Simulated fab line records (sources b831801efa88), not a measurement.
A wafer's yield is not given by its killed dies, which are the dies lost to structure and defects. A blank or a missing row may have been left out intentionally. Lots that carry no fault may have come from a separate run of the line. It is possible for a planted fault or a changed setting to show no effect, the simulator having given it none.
8D (eight disciplines) problem report, filled in by code    flow gf180mcu    the parts of the form that need people (team, actions taken, sign-off) are left out

1. THE ISSUE
Wafers without a fault read 1500.1, standard deviation 0.47; beamEnergyKeV at GF_DNWELL_IMPLANT_07 reads a mean of 1322.7 on 6 wafers belonging to 2 lots. That is -99 or more standard deviations from the usual mean.
The first sign was on wafer L966.3 at day 5 17:30, on implanter-01. Wafers with a number at this step in the record: 42, from 14 lots. Rule for "out", or "out of limits": more than 4 standard deviations from the usual mean. The other wafers with a number count as sound.

2. WHAT IT IS AND WHAT IT IS NOT
question                     is                      is not
which readings at this step  beamEnergyKeV           beamOnS
which lots                   L966, L967              L953, L954, L956, L957, L958, L968, L969, L970, L971, L973, L974, L975
which wafers of those lots   all that have a number  -
read on which tools          implanter-01            implanter-02, implanter-04
when                         from day 5 17:30        up to then (15 sound wafers); but 21 sound wafers of L968, L969, L970, L971, L973, L974, L975 came after

3. SUSPECTS, AND WHAT RULES EACH OUT
Counting: a tool at a process step up to the reading stays a suspect if it ran every lot that is out and no sound lot after the first of them.
- implanter-01 at GF_DNWELL_IMPLANT_07: kept. It processed each lot that is out, first L966 at day 5 17:30, and no sound lot thereafter; up to then, the last sound lot it processed was L957 at day 3 19:22. Out on those wafers are its own readings of beamEnergyKeV.
The count leaves implanter-01 at GF_DNWELL_IMPLANT_07.

4. THE CAUSE (what the simulator had put in)
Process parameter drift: implanter-01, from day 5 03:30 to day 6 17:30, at GF_DNWELL_IMPLANT_07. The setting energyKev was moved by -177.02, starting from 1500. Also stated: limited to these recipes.
The count eliminated every tool but this one.

5. THE EFFECT CHAIN, in route order
Each row: a reading where the mean over the struck wafers with a number is more than 3 standard deviations away from the usual. Scope: only readings with a usual standard deviation given in the record; hours: median across lots of the time from each lot's start at the first step in this table that gives one to its start at this step; sigmas: change in usual standard deviations.
hours  step                  reading        usual   on struck wafers  change  sigmas
0      GF_DNWELL_IMPLANT_07  beamEnergyKeV  1500.1  1322.7            -177.4  -99 or more
Here are the process steps it includes:
- GF_DNWELL_IMPLANT_07
Later steps that measure or inspect, where all struck wafers having a row at the step show a number for every such reading and not one has moved that far: GF_POLY_GATE_THK_MEAS_01, GF_SALICIDE_RS_MEAS_04.

6. WHAT WOULD HAVE CAUGHT IT SOONER
In this record the first reading out of limits was taken at day 5 17:30, 14 hours after the fault began at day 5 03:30.
